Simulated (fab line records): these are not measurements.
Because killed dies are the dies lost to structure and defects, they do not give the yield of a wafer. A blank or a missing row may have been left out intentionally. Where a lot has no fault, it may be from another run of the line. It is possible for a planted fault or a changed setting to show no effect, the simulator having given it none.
fab line records	flow sky130
[record] lots = 12	wafers = 36	last-day = 50
route steps=708 shown NWELL@76 SONOS_TUNNEL@162 GATE_OXIDE@192 POLY_GATE@230
lots with no fault: from the same line, run without faults
start-h: start of the lot's first displayed wafer, in hours after the record's first day	wait-h: hours elapsed since this lot's preceding step	" unchanged from the row above	L1.1+2: a single row standing in for several wafers	- no value present, or no start provided	* or withheld: withheld	< > ~ a bound
route shown NAME@n: names a module that has steps shown in the file, with the first one's number in the route	usual: mean and standard deviation over wafers with no fault	same: alike in all rows	chamber/n: place in a boat	sites: per-site readings	_std_site: their standard deviation	_edge_site: the outer-site mean with the inner-site mean subtracted	radius-mm: how far each site lies from the wafer's centre	mask NAME#n: copy n	behind: the tool/chamber that last shaped the wafer	hold: cause of the lot's hold/its duration in hours/its outcome	device: the n, p or np transistor that did not switch	end of line: tests run on the same wafers once the route is complete	where a step has no rows: the recipe by itself	killed: dies that structure and defects cost at the first sort, which is not the same as the wafer's yield	map: per-die view of a wafer (x killed, . not killed, _ where there is no die)
set.NAME: the setting the step ran with; set.NAME@STEP: the setting that earlier step ran with	model.NAME: the simulator's own value behind a step, which no gauge read
the route's steps for a sample of lots (tables are steps, rows are wafers)
services: when a tool's chamber went out of use (start-h, in hours from the record's first day, below 0 if earlier), for how many hours, and the reason
[[steps]]
[step SKY_NWELL_OVL_MEAS_23]
[usual] NWELL_01_OVL = -0.5/1.4
lot.wafer	tool	chamber	start-h	wait-h	NWELL_01_OVL[nm]
L656.2	overlay-01	-	104.25	-	0.7
L656.4	"	-	"	"	1.2
L656.6	"	-	"	"	0.3
L658.1	overlay-01	-	122.06	-	0.6
L658.5	"	-	"	"	-0.9
L658.6	"	-	"	"	1.6
L659.1	overlay-01	-	127.94	-	3.5
L659.2	"	-	"	"	2.0
L659.6	"	-	"	"	1.7
L660.2	overlay-01	-	131.55	-	-1.2
L660.3	"	-	"	"	-2.9
L660.5	"	-	"	"	-1.8
L662.1	overlay-01	-	142.05	-	-1.5
L662.4	"	-	"	"	-1.8
L662.5	"	-	"	"	-3.8
L664.3	overlay-02	-	154.91	-	0.5
L664.5	"	-	"	"	2.3
L664.6	"	-	"	"	0.6
L667.1	overlay-01	-	176.09	-	-0.6
L667.3	"	-	"	"	0.8
L667.5	"	-	"	"	0.6
L672.2	overlay-02	-	201.45	-	-0.2
L672.3	"	-	"	"	-1.4
L672.4	"	-	"	"	-0.9
L673.1	overlay-02	-	210.84	-	-0.5
L673.5	"	-	"	"	-3.7
L673.6	"	-	"	"	-0.9
L675.4	overlay-01	-	219.96	-	-3.0
L675.5	"	-	"	"	-4.4
L675.6	"	-	"	"	-4.2
L676.1	overlay-02	-	228.14	-	1.5
L676.5	"	-	"	"	0.7
L676.6	"	-	"	"	1.1
L678.1	overlay-02	-	237.89	-	-0.8
L678.2	"	-	"	"	-1.4
L678.3	"	-	"	"	-1.0
[step SKY_SONOS_TUNNEL_OVL_MEAS_08]
[usual] SONOS_TUNNEL_OVL = 0.2/1.4
lot.wafer	tool	chamber	start-h	wait-h	SONOS_TUNNEL_OVL[nm]
L656.2	overlay-01	-	255.38	0.1	0.0
L656.4	"	-	"	"	-1.4
L656.6	"	-	"	"	-1.6
L658.1	overlay-02	-	276.92	0.1	-0.5
L658.5	"	-	"	"	-0.4
L658.6	"	-	"	"	0.3
L659.1	overlay-02	-	283.73	0.1	1.0
L659.2	"	-	"	"	-0.5
L659.6	"	-	"	"	1.5
L660.2	overlay-02	-	287.23	0.1	-1.8
L660.3	"	-	"	"	-0.7
L660.5	"	-	"	"	-2.0
L662.1	overlay-02	-	302.01	0.1	1.9
L662.4	"	-	"	"	2.6
L662.5	"	-	"	"	1.5
L664.3	overlay-02	-	318.54	0.1	2.5
L664.5	"	-	"	"	2.2
L664.6	"	-	"	"	2.4
L667.1	overlay-01	-	345.58	0.1	-2.6
L667.3	"	-	"	"	-3.3
L667.5	"	-	"	"	-2.3
L672.2	overlay-02	-	377.52	0.1	0.2
L672.3	"	-	"	"	-0.3
L672.4	"	-	"	"	-0.8
L673.1	overlay-02	-	389.76	0.1	1.8
L673.5	"	-	"	"	1.2
L673.6	"	-	"	"	-0.4
L675.4	overlay-01	-	399.98	0.1	0.4
L675.5	"	-	"	"	-2.4
L675.6	"	-	"	"	0.2
L676.1	overlay-02	-	410.53	0.1	1.5
L676.5	"	-	"	"	1.9
L676.6	"	-	"	"	1.1
L678.1	overlay-02	-	423.42	0.1	0.2
L678.2	"	-	"	"	1.4
L678.3	"	-	"	"	-0.1
[step SKY_GATE_OXIDE_COAT_05]
[recipe] resist = NOVOLAK	spin-rpm = 3000	resist-thk-nm = 1140
[usual] chill-plate-temp-C = 23.00/0.1
lot.wafer	tool	chamber	start-h	wait-h	chill-plate-temp-C
L656.2	litho-track-02	0	302.78	0.1	22.73
L656.4	"	0	"	"	23.02
L656.6	"	0	"	"	22.86
L658.1	litho-track-02	0	321.16	0.1	22.85
L658.5	"	0	"	"	22.71
L658.6	"	0	"	"	23.02
L659.1	litho-track-01	0	331.59	0.1	23.10
L659.2	"	0	"	"	23.06
L659.6	"	0	"	"	22.89
L660.2	litho-track-04	0	334.07	0.1	22.89
L660.3	"	0	"	"	22.95
L660.5	"	0	"	"	22.99
L662.1	litho-track-04	0	349.09	0.1	23.04
L662.4	"	0	"	"	22.92
L662.5	"	0	"	"	23.02
L664.3	litho-track-02	0	373.16	0.1	23.02
L664.5	"	0	"	"	23.07
L664.6	"	0	"	"	22.98
L667.1	litho-track-02	0	398.41	0.1	22.91
L667.3	"	0	"	"	22.80
L667.5	"	0	"	"	23.03
L672.2	litho-track-01	0	430.32	0.1	23.04
L672.3	"	0	"	"	23.01
L672.4	"	0	"	"	23.04
L673.1	litho-track-01	0	444.14	0.1	23.01
L673.5	"	0	"	"	22.97
L673.6	"	0	"	"	22.93
L675.4	litho-track-02	0	456.23	0.1	23.08
L675.5	"	0	"	"	22.87
L675.6	"	0	"	"	22.88
L676.1	litho-track-04	0	464.59	0.1	23.13
L676.5	"	0	"	"	23.25
L676.6	"	0	"	"	23.17
L678.1	litho-track-04	0	479.34	0.1	23.11
L678.2	"	0	"	"	23.14
L678.3	"	0	"	"	23.09
[step SKY_GATE_OXIDE_STRIP_13]
[recipe] chemistry = O2/N2	power-w = 1400	pressure-mtorr = 1500	platen-temp-c = withheld	o2-flow-sccm = 3000	n2-flow-sccm = 300	overash-fraction = 0.5
[usual] drypump-motor-current-A = 5.7/0.44	oes-product-au = 0.716/0.004	strip-time-to-endpoint-s = 14.17/0.04
lot.wafer	tool	chamber	start-h	wait-h	drypump-motor-current-A	oes-product-au	rf-hours-counter-h	strip-time-to-endpoint-s
L656.2	plasma-asher-03	1	315.63	0.0	5.6	0.710	61	14.17
L656.4	"	1	"	"	5.7	0.722	-	14.16
L656.6	"	1	"	"	5.7	0.719	-	14.16
L658.1	plasma-asher-02	0	335.14	0.0	6.3	0.708	65	14.22
L658.5	"	1	"	"	6.4	0.715	-	14.22
L658.6	"	0	"	"	6.3	0.707	-	14.22
L659.1	plasma-asher-03	1	344.23	0.0	5.7	0.711	63	14.17
L659.2	"	0	"	"	5.3	0.716	63	14.17
L659.6	"	0	"	"	5.3	0.717	-	14.15
L660.2	plasma-asher-02	0	346.89	0.0	6.3	0.719	66	14.23
L660.3	"	0	"	"	6.3	0.723	-	14.21
L660.5	"	1	"	"	6.5	0.718	-	14.21
L662.1	plasma-asher-03	0	363.88	0.0	5.3	0.712	65	14.14
L662.4	"	0	"	"	5.3	0.721	-	14.19
L662.5	"	1	"	"	5.7	0.724	-	14.14
L664.3	plasma-asher-04	1	388.12	0.0	5.7	0.718	-	14.10
L664.5	"	0	"	"	5.1	0.709	-	14.20
L664.6	"	1	"	"	5.7	0.717	-	14.19
L667.1	plasma-asher-03	1	414.04	0.0	5.7	0.721	70	14.12
L667.3	"	0	"	"	5.3	0.714	-	14.16
L667.5	"	0	"	"	5.3	0.715	-	14.13
L672.2	plasma-asher-04	0	445.83	0.0	5.2	0.721	61	14.21
L672.3	"	1	"	"	5.7	0.712	-	14.16
L672.4	"	0	"	"	5.1	0.479	-	5.93
L673.1	plasma-asher-02	1	460.40	0.0	6.4	0.713	77	14.18
L673.5	"	0	"	"	6.3	0.485	-	5.91
L673.6	"	1	"	"	6.4	0.480	-	5.92
L675.4	plasma-asher-03	0	472.13	0.0	5.3	0.716	-	14.16
L675.5	"	1	"	"	5.7	0.710	-	14.16
L675.6	"	0	"	"	5.3	0.716	-	14.17
L676.1	plasma-asher-02	0	480.19	0.0	6.3	0.720	80	14.21
L676.5	"	1	"	"	6.4	0.715	-	14.23
L676.6	"	0	"	"	6.3	0.718	-	14.19
L678.1	plasma-asher-03	0	495.44	0.0	5.3	0.715	7	14.18
L678.2	"	1	"	"	5.7	0.718	7	14.23
L678.3	"	1	"	"	5.7	0.707	-	14.17
[step SKY_POLY_GATE_ETCH_16]
[recipe] stop-on = poly-Si	chemistry = CH3F/O2	target = Si3N4	source-w = 400	bias-w = 80	pressure-mtorr = 25	ch3f-flow-sccm = 40	O2_flow_sccm = 30	time-s = 147.5	target-depth-a = 750
[usual] drypump-motor-current-A = 5.6/0.4	oes-product-au = 0.640/0.005	throttle-valve-pct = 10.535/0.0096
lot.wafer	tool	chamber	start-h	wait-h	drypump-motor-current-A	oes-product-au	rf-hours-counter-h	throttle-valve-pct
L656.2	rie-diel-01	0	376.44	0.0	5.5	0.639	97	10.526
L656.4	"	3	"	"	5.4	0.645	38	10.526
L656.6	"	1	"	"	6.2	0.640	-	10.541
L658.1	rie-diel-02	1	401.04	0.0	5.7	0.643	49	10.535
L658.5	"	1	"	"	5.7	0.641	-	10.519
L658.6	"	0	"	"	5.2	0.633	-	10.537
L659.1	rie-diel-02	3	406.44	0.0	6.0	0.627	5	10.550
L659.2	"	1	"	"	5.7	0.632	49	10.533
L659.6	"	0	"	"	5.2	0.640	-	10.536
L660.2	rie-diel-01	1	410.64	0.0	6.2	0.641	71	10.538
L660.3	"	3	"	"	5.4	0.641	39	10.528
L660.5	"	2	"	"	5.3	0.636	-	10.543
L662.1	rie-diel-03	0	426.84	0.0	5.9	0.639	1	10.534
L662.4	"	3	"	"	6.5	0.635	23	10.545
L662.5	"	0	"	"	5.9	0.637	-	10.539
L664.3	rie-diel-02	3	453.40	0.0	6.0	0.638	6	10.542
L664.5	"	3	"	"	6.0	0.633	-	10.540
L664.6	"	2	"	"	5.2	0.639	-	10.541
L667.1	rie-diel-02	3	481.15	0.0	6.0	0.642	7	10.539
L667.3	"	0	"	"	5.2	0.636	10	10.548
L667.5	"	3	"	"	6.0	0.633	-	10.544
L672.2	rie-diel-01	0	512.04	0.0	5.5	0.644	0	10.541
L672.3	"	2	"	"	5.3	0.645	14	10.524
L672.4	"	1	"	"	6.2	0.642	73	10.533
L673.1	rie-diel-02	0	527.53	0.0	5.2	0.648	11	10.541
L673.5	"	2	"	"	5.2	0.642	-	10.535
L673.6	"	3	"	"	5.9	0.637	-	10.506
L675.4	rie-diel-01	3	541.09	0.0	5.3	0.641	41	10.525
L675.5	"	1	"	"	6.1	0.637	-	10.545
L675.6	"	2	"	"	5.3	0.632	-	10.553
L676.1	rie-diel-02	2	546.54	0.0	5.2	0.645	26	10.540
L676.5	"	0	"	"	5.2	0.629	-	10.552
L676.6	"	1	"	"	5.7	0.647	-	10.519
L678.1	rie-diel-02	0	561.19	0.0	5.2	0.643	12	10.541
L678.2	"	1	"	"	5.6	0.633	52	10.553
L678.3	"	2	"	"	5.2	0.637	26	10.536
[[services]]
tool	chamber	start-h	hours	kind
rie-diel-01	3	284.88	12.0	repair
rie-diel-01	-	298.39	0.4	repair
rie-diel-01	0	300.19	2.0	repair
rie-diel-03	3	309.83	9.3	repair
plasma-asher-03	-	316.40	4.0	repair
rie-diel-03	2	338.72	-	clean
plasma-asher-03	-	342.75	1.3	repair
rie-diel-02	1	344.37	5.4	repair
rie-diel-02	-	358.06	21.2	repair
rie-diel-03	1	389.17	2.1	repair
plasma-asher-04	-	393.46	4.5	repair
plasma-asher-03	-	421.25	9.0	pm
plasma-asher-03	0	421.25	9.0	vent-cycle
plasma-asher-03	1	421.25	9.0	vent-cycle
plasma-asher-03	0	430.25	-	clean
plasma-asher-03	1	430.25	-	clean
plasma-asher-04	-	459.72	28.1	pm
rie-diel-01	0	467.45	10.2	repair
rie-diel-01	2	474.90	2.4	repair
rie-diel-01	0	477.62	-	clean
rie-diel-01	0	477.62	17.9	scheduled-down
rie-diel-01	0	477.62	17.9	vent-cycle
rie-diel-02	-	496.15	2.4	repair
plasma-asher-02	-	531.71	1.1	repair
[[key]]
[first-sign] step = SKY_GATE_OXIDE_STRIP_13	reading = strip-time-to-endpoint-s	direction = down	sigmas = 99+	usual = *	struck = *
[effect] step = SKY_GATE_OXIDE_STRIP_13	reading = oes-product-au	direction = down	sigmas = 59	usual = 0.716	struck = 0.481
met-at SKY_GATE_OXIDE_COAT_05
struck-lots L672,L673
struck-wafers L672.4,L673.5,L673.6
tester-left-out L672,L673
not-acting-at SKY_NWELL_OVL_MEAS_23,SKY_SONOS_TUNNEL_OVL_MEAS_08,SKY_POLY_GATE_ETCH_16
onset-between 331.59 430.32
[fault] kind = process-parameter-drift	tool = litho-track-01	chamber = -	onset-h = 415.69	steps = SKY_GATE_OXIDE_COAT_05	channel = resist-thk-nm	offset = -701.05	shape = step	end-h = 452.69	scope = struck-wafers-only	acts-in = these-recipes-only	stated = 1140
// tester-left-out: of these lots the tester's yield and bins aren't shown, on N5 and GAA mostly nor the transistor test; their killed dies are dies lost to structure and defects alone, not to doping, threshold or leakage, so they don't give the yield
